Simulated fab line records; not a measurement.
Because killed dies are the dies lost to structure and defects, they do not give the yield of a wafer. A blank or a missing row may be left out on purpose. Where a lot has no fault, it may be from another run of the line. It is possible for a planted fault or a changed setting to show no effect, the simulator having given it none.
Which of the tools did it? -- flow sky130 -- route of 708 steps, sampled at 1 step: 6 lots, 18 wafers

== WHAT THE GAUGES SHOWED, per wafer ==
SKY_GATE_OXIDE_OVL_MEAS_10.
lot,measured,on,GATE_OXIDE_OVL (nm)
L575,day 14 19:02,overlay-02,0.2 1.6 0.5
L583,day 17 11:51,overlay-01,2.0 0.5 1.1
L587,day 19 10:15,overlay-02,0.4 -0.4 -1.0
L591,day 20 18:01,overlay-02,0.2 -0.1 0.3
L593,day 21 04:21,overlay-01,-0.7 1.5 0.3
L595,day 21 20:02,overlay-01,0.5 -0.2 0.7

== WHAT TOOL EACH LOT RAN ON (gives the tool, then ch and the chambers of the sampled wafers, and finally the start) ==
There is no process step in the record ahead of these readings.

== THE ANSWER, worked out from the rows above alone ==
Rule: usual is defined by the lots themselves. The widest of any qualifying gaps counts: lots, ordered by their means at a reading, are off when they make up no more than a third of the lots, leave a main group of 4 or more, and stand apart from it by 3 or more times the standard deviation of that group's means. If all means in a main group match to the digits the tables above print for the reading, that group is not used. A lot without any number at a reading at which 4 lots or more have one is off too. All remaining lots with rows at the step are treated as sound.
Nothing can be told from this: no lot is off at any reading shown.

== WHAT WAS PUT IN BY THE SIMULATOR ==
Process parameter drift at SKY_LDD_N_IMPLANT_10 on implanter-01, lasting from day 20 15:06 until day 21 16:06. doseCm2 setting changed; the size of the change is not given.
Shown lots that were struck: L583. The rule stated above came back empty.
